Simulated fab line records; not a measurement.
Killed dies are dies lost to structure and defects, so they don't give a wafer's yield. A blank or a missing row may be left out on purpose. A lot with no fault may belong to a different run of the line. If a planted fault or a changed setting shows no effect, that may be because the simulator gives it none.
Which tool was responsible? ; flow sky130 ; 14 lots (42 wafers sampled), 1 step of a 708-step route

WHAT THE GAUGES SHOWED, per wafer
SKY_NWELL_THK_MEAS_02. Usual: NWELL_OXIDATION_THK 10.05 nm, standard deviation 0.15.
lot;measured;on;NWELL_OXIDATION_THK (nm);flag
L613;day 2 16:03;film_metro-04;10.16 10.01 9.96;
L614;day 2 21:52;film_metro-04;10.02 10.02 10.00;
L615;day 3 04:57;film_metro-01;10.02 10.09 9.83;
L616;day 3 07:23;film_metro-02;10.19 10.16 10.19;
L617;day 3 11:34;film_metro-02;10.12 10.33 10.41;
L619;day 3 23:01;film_metro-04;10.24 10.16 10.25;
L620;day 4 14:20;film_metro-02;9.90 10.10 10.12;
L623;day 5 08:13;film_metro-02;10.10 10.04 9.97;
L626;day 6 00:43;film_metro-04;10.20 10.46 10.23;
L628;day 6 10:19;film_metro-02;10.15 10.29 10.15;
L630;day 6 17:29;film_metro-01;10.00 9.94 9.94;
L634;day 7 03:46;film_metro-02;9.94 9.73 9.82;
L635;day 7 12:05;film_metro-02;9.81 9.94 9.81;
L636;day 7 12:16;film_metro-02;9.95 9.78 9.86;

WHAT TOOL EACH LOT RAN ON (gives the tool, then ch and the chambers of the sampled wafers, and finally the start)
Before these readings, the record contains no process step.

AS READ BY THE TOOLS THEMSELVES (means over the sampled wafers that have a number; for cases with no such wafer, the mark the record gives instead)
The record holds no such reading with a usual standard deviation.

THE ANSWER, worked out from the rows above alone
Rule: lot off if the mean of its wafers having a number is beyond 3 standard deviations from the usual mean. A lot without any number at a reading at which 4 lots or more have one is off too. All remaining lots with rows at the step are treated as sound. The gauges are gone through in route order, then the tools' own readings, and for those a lot's mean is taken as printed above. The first step at which some lot is off is used, and at that step the reading that is off furthest; a lot without a number counts as furthest.
No lot is off at any reading shown: from this, nothing can be told.

WHAT THE SIMULATOR HAD INSERTED
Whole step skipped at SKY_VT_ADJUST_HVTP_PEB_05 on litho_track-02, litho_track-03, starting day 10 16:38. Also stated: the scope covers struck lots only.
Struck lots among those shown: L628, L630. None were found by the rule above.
